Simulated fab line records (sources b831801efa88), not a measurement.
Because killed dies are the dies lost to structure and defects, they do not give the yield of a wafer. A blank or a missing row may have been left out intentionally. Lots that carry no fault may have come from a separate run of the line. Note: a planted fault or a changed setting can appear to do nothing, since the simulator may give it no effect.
The tool behind it: which one? -- flow sky130 -- 6 lots with 17 wafers sampled at 3 steps, on a route of 708 steps

== WHAT THE GAUGES SHOWED, per wafer ==
SKY_SONOS_TUNNEL_TW_MEAS_12.
lot,measured,on,SONOS_TUNNEL_TW
L331,day 11 22:44,film_metro-02,198.0 197.0 197.7
L334,day 13 01:03,film_metro-04,199.1 198.1 199.9
L338,day 14 07:18,film_metro-02,196.5 195.8 195.2
L343,day 16 01:09,film_metro-04,179.8 198.7
L347,day 17 07:43,film_metro-04,198.8 198.9 199.7
L349,day 18 00:43,film_metro-03,196.3 194.4 195.0

== TOOL THAT RAN EACH LOT (tool first, then ch and the chambers of the sampled wafers, then the start) ==
lot,SKY_VT_ADJUST_LVTN_STRIP_09,SKY_SONOS_TUNNEL_IMPLANT_09
L331,"plasma_asher-02 ch 0,1, day 7 07:44","implanter-02 ch 0, day 11 22:21"
L334,"plasma_asher-02 ch 0,1, day 8 05:28","implanter-01 ch 0, day 13 00:38"
L338,"plasma_asher-03 ch 0, day 9 08:37","implanter-03 ch 0, day 14 06:54"
L343,"plasma_asher-02 ch 1, day 10 18:42","implanter-03 ch 0, day 16 00:36"
L347,"plasma_asher-01 ch 0, day 11 21:22","implanter-01 ch 0, day 17 07:18"
L349,"plasma_asher-02 ch 0,1, day 12 11:58","implanter-02 ch 0, day 18 00:17"
- SKY_VT_ADJUST_LVTN_STRIP_09: strips in O2/N2.
- SKY_SONOS_TUNNEL_IMPLANT_09

== THE ANSWER, worked out from the rows above alone ==
Rule: the lots themselves supply what counts as usual. Put in order of their means at a reading, lots are off if they are a third of the lots or fewer, leave a main group of 4 or more, and stand apart from it by a gap of 3 or more times the standard deviation of the main group's means; of several such gaps the widest counts. If all means in a main group match to the digits the tables above print for the reading, that group is not used. A lot without any number at a reading at which 4 lots or more have one is off too. Any other lot the step has rows for is counted as sound.
Off: L343, seen at SKY_SONOS_TUNNEL_TW_MEAS_12 (SONOS_TUNNEL_TW). The main group: mean 197.4, standard deviation 1.6.
If a tool, at a process step before that reading, ran all the lots that are off and no sound lot after the first of them, it fits. Gauges at SKY_SONOS_TUNNEL_TW_MEAS_12: tried the same way as those tools. One candidate fits, namely implanter-03 at SKY_SONOS_TUNNEL_IMPLANT_09. Its last sound lot is L338 (day 14 06:54), its first lot that is off L343 (day 16 00:36): a fault that began between those two fits.

== WHAT WAS PUT IN BY THE SIMULATOR ==
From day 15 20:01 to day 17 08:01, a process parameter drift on implanter-03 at SKY_SONOS_TUNNEL_IMPLANT_09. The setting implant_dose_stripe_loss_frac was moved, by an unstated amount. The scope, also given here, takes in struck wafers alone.
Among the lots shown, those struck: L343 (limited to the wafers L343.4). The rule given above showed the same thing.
